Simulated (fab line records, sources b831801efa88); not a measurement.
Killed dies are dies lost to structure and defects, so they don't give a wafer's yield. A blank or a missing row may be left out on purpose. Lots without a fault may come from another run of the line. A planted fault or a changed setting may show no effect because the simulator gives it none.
One fault seen from 2 desks | flow sky130 | each desk has only its own numbers; what lay behind them comes last

THE TOOL OWNER'S DESK: lpcvd-01
The tool's own readings at SKY_POLY_GATE_CVD_00 (deposits poly-Si, target thk 180 nm, time 720 s): means of the sampled wafers that have a number, for each lot that ran on this tool. A lot is out of limits, marked OUT, if its mean lies more than 4 standard deviations from the usual mean; the brackets give that distance.
Columns: A = pressure_mtorr at SKY_POLY_GATE_CVD_00, usual 199.9 mTorr
lot  | first seen here | A
L231 | day 13 13:25    | 199.8
L232 | day 14 03:52    | 200.1
L233 | day 14 11:10    | 199.5
L234 | day 16 07:39    | 199.9
L235 | day 16 07:39    | 200.1
L236 | day 16 07:39    | 200.0
L237 | day 16 14:18    | 199.6
L238 | day 16 14:18    | 200.1
L239 | day 16 18:26    | 199.2
L240 | day 17 06:41    | 200.0
L241 | day 17 21:16    | 199.3
L243 | day 18 05:55    | 200.1
L247 | day 19 10:28    | 199.8
L248 | day 19 18:30    | 199.6
This desk's finding: nothing out of limits on any of the 14 lots.

THE METROLOGY DESK
What the gauges read, lot by lot, whatever tool the lot ran on: means of the sampled wafers that have a number. A lot is out of limits, marked OUT, if its mean lies more than 4 standard deviations from the usual mean; the brackets give that distance.
Columns: A = SONOS_ONO_OXIDATION_THK at SKY_SONOS_ONO_THK_MEAS_01, usual 2.58 nm; B = SONOS_ONO_CVD_02_THK at SKY_SONOS_ONO_THK_MEAS_03, usual 10.56 nm; C = POLY_GATE_CVD_00_THK at SKY_POLY_GATE_THK_MEAS_01, usual 180.4 nm; D = cd_nm at SKY_POLY_GATE_CD_MEAS_13, usual 151.1 nm
lot  | first seen here | A    | B     | C               | D
L231 | day 11 07:56    | 2.66 | 10.70 | 181.7           | 151.5
L232 | day 11 18:47    | 2.58 | 10.61 | 181.7           | 152.1
L233 | day 11 23:26    | 2.58 | 10.44 | 181.0           | 151.0
L234 | day 12 14:28    | 2.63 | 10.52 | 180.4           | 148.4
L235 | day 12 22:15    | 2.52 | 10.28 | 180.8           | 150.4
L236 | day 13 09:04    | 2.67 | 10.39 | 180.3           | 151.4
L237 | day 13 12:07    | 2.65 | 10.47 | 180.1           | 152.0
L238 | day 13 20:31    | 2.56 | 10.50 | 181.5           | 153.3
L239 | day 14 04:11    | 2.61 | 10.59 | 181.9           | 151.7
L240 | day 14 12:32    | 2.55 | 10.80 | 180.6           | 151.3
L241 | day 15 03:40    | 2.66 | 10.59 | 180.2           | 151.5
L243 | day 15 13:14    | 2.60 | 10.63 | 178.2           | 151.5
L247 | day 16 16:54    | 2.55 | 10.58 | 237.2 (+41) OUT | 152.6
L248 | day 17 01:28    | 2.56 | 10.67 | 238.7 (+42) OUT | 151.8
This desk's finding: out of limits on L247, L248; first on L247, day 19 11:40 (POLY_GATE_CVD_00_THK at SKY_POLY_GATE_THK_MEAS_01). In limits: L231, L232, L233, L234, L235, L236, L237, L238, L239, L240, L241, L243.

PUT TOGETHER
The metrology desk could have raised an alarm at day 19 11:40, on L247, L248.
The tool owner's desk saw nothing out of limits.
The tool owner's desk has L247, L248 on record, within its limits.
Of the lots named, all ran SKY_POLY_GATE_CVD_00 on lpcvd-01.

WHAT THE SIMULATOR HAD PUT IN
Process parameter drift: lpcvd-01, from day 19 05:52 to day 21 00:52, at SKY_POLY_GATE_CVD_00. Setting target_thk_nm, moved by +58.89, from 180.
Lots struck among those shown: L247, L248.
Hours from the fault's start to each desk's first reading out of limits: the metrology desk, 6.
